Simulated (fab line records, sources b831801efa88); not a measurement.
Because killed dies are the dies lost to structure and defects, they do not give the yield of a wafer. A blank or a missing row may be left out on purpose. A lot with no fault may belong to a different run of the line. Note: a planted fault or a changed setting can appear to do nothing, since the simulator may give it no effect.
Which tool is to blame? -- flow gf180mcu -- 42 wafers from 14 lots sampled at 4 of the route's 602 steps

WHAT THE GAUGES SHOWED, per wafer
GF_V2_BOW_MEAS_05.
lot,measured,on,V2_BOW (um)
L870,day 19 06:33,film metro-01,115 102 98
L872,day 20 06:22,film metro-03,101 101 95
L873,day 20 16:55,film metro-04,108 112 90
L877,day 22 00:09,film metro-01,85 77 83
L881,day 23 11:58,film metro-03,93 114 105
L882,day 23 15:23,film metro-03,78 87 91
L887,day 25 13:50,film metro-03,99 91 96
L888,day 25 18:27,film metro-04,107 106 100
L889,day 26 00:35,film metro-01,98 112 105
L890,day 26 08:35,film metro-01,99 105 106
L891,day 26 13:41,film metro-01,100 94 92
L893,day 27 08:21,film metro-03,109 96 104

GF_M3_CD_MEAS_14: the cd target is 280 nm.
lot,measured,on,cd nm (nm)
L870,day 21 09:17,cd sem-01,279.6 278.9 279.9
L872,day 22 08:41,cd sem-02,279.2 280.4 279.9
L873,day 22 18:14,cd sem-02,280.2 280.3 279.9
L877,day 23 23:50,cd sem-02,281.9 281.1 281.8
L881,day 25 10:32,cd sem-02,280.7 280.9 280.1
L882,day 25 13:42,cd sem-01,280.6 279.5 280.5
L887,day 27 09:10,cd sem-02,278.5 278.8 279.0
L888,day 27 12:38,cd sem-02,280.7 280.7 280.0
L889,day 27 19:19,cd sem-01,277.4 278.7 278.5
L890,day 28 02:25,cd sem-01,280.0 280.5 280.6
L891,day 28 09:03,cd sem-02,281.6 280.0 281.6
L893,day 29 01:30,cd sem-01,282.5 281.7 281.3

WHICH TOOL RAN EACH LOT (tool, then ch and the chambers of the sampled wafers, then the start)
lot,GF_CONTACT_EXPOSE_11,GF_V2_ETCH_17
L870,"krf scanner-01 ch 0, day 15 15:28","rie diel-02 ch 1,2,3, day 21 09:17 or earlier"
L872,"krf scanner-01 ch 0, day 16 13:33","rie diel-01 ch 0,1,2, day 22 08:41 or earlier"
L873,"krf scanner-02 ch 0, day 16 23:21","rie diel-01 ch 0,1,3, day 22 18:14 or earlier"
L877,"krf scanner-01 ch 0, day 18 05:07","rie diel-03 ch 1,2, day 23 23:50 or earlier"
L879,"krf scanner-01, day 18 20:12",-
L880,"krf scanner-01, day 19 09:46",-
L881,"krf scanner-01 ch 0, day 19 18:43","rie diel-01 ch 1,2,3, day 25 10:32 or earlier"
L882,"krf scanner-02 ch 0, day 19 22:57","rie diel-01 ch 0,1, day 25 13:42 or earlier"
L887,"krf scanner-01 ch 0, day 21 23:36","rie diel-03 ch 0,1,2, day 27 09:10 or earlier"
L888,"krf scanner-01 ch 0, day 22 07:40","rie diel-02 ch 0,1,2, day 27 12:38 or earlier"
L889,"krf scanner-01 ch 0, day 22 12:55","rie diel-03 ch 1,2,3, day 27 19:19 or earlier"
L890,"krf scanner-01 ch 0, day 22 22:25","rie diel-01 ch 1,2, day 28 02:25 or earlier"
L891,"krf scanner-02 ch 0, day 23 02:53","rie diel-03 ch 0,1, day 28 09:03 or earlier"
L893,"krf scanner-01 ch 0, day 24 01:30","rie diel-03 ch 0,1, day 29 01:30 or earlier"
- GF_CONTACT_EXPOSE_11: exposes mask Contact, target cd 220 nm.
- GF_V2_ETCH_17: etches SiO2 in C4F8/O2/Ar, stops on TiN, target depth 630 nm.

AS READ BY THE TOOLS THEMSELVES (means over the sampled wafers that have a number; for cases with no such wafer, the mark the record gives instead)
GF_CONTACT_EXPOSE_11.
lot,tool,exposure dose mJ cm2,focus offset nm (nm)
L870,krf scanner-01,37.97,-0.1
L872,krf scanner-01,37.96,-0.2
L873,krf scanner-02,37.96,-0.1
L877,krf scanner-01,37.97,0.8
L879,krf scanner-01,-,-
L880,krf scanner-01,-,-
L881,krf scanner-01,37.95,0.2
L882,krf scanner-02,37.97,0.5
L887,krf scanner-01,37.97,-0.6
L888,krf scanner-01,37.90,0.2
L889,krf scanner-01,37.93,-0.2
L890,krf scanner-01,37.93,-0.5
L891,krf scanner-02,37.96,-0.1
L893,krf scanner-01,37.92,0.7

GF_V2_ETCH_17.
lot,tool,oes product au (a.u.),rf fwd power W (W)
L870,rie diel-02,0.852,1493
L872,rie diel-01,0.854,1497
L873,rie diel-01,0.852,1493
L877,rie diel-03,0.854,1490
L881,rie diel-01,0.854,1489
L882,rie diel-01,0.857,1489
L887,rie diel-03,0.854,1496
L888,rie diel-02,0.857,1497
L889,rie diel-03,0.857,1493
L890,rie diel-01,0.853,1492
L891,rie diel-03,0.849,1497
L893,rie diel-03,0.853,1492

THE ANSWER, worked out from the rows above alone
Rule: usual is defined by the lots themselves. The widest of any qualifying gaps counts: lots, ordered by their means at a reading, are off when they make up no more than a third of the lots, leave a main group of 4 or more, and stand apart from it by 3 or more times the standard deviation of that group's means. Not used: any main group whose means are identical at the precision the tables above print for the reading. Also off: a lot with no number at a reading for which 4 or more lots have one. All remaining lots with rows at the step are treated as sound. The gauges are gone through in route order, then the tools' own readings, and for those a lot's mean is taken as printed above. At the first step where some lot is off, the reading lying furthest off is the one used; lots without a number count as furthest.
Off, at GF_CONTACT_EXPOSE_11 on exposure dose mJ cm2: L879, L880. Without a number there: L879, L880. Main group: mean 37.95, sd 0.023.
If a tool, at that step or one of the process steps before it, ran each lot that is off and ran no sound lot following the first of them, it fits. Of those tried, none fits.

WHAT THE SIMULATOR HAD PUT IN
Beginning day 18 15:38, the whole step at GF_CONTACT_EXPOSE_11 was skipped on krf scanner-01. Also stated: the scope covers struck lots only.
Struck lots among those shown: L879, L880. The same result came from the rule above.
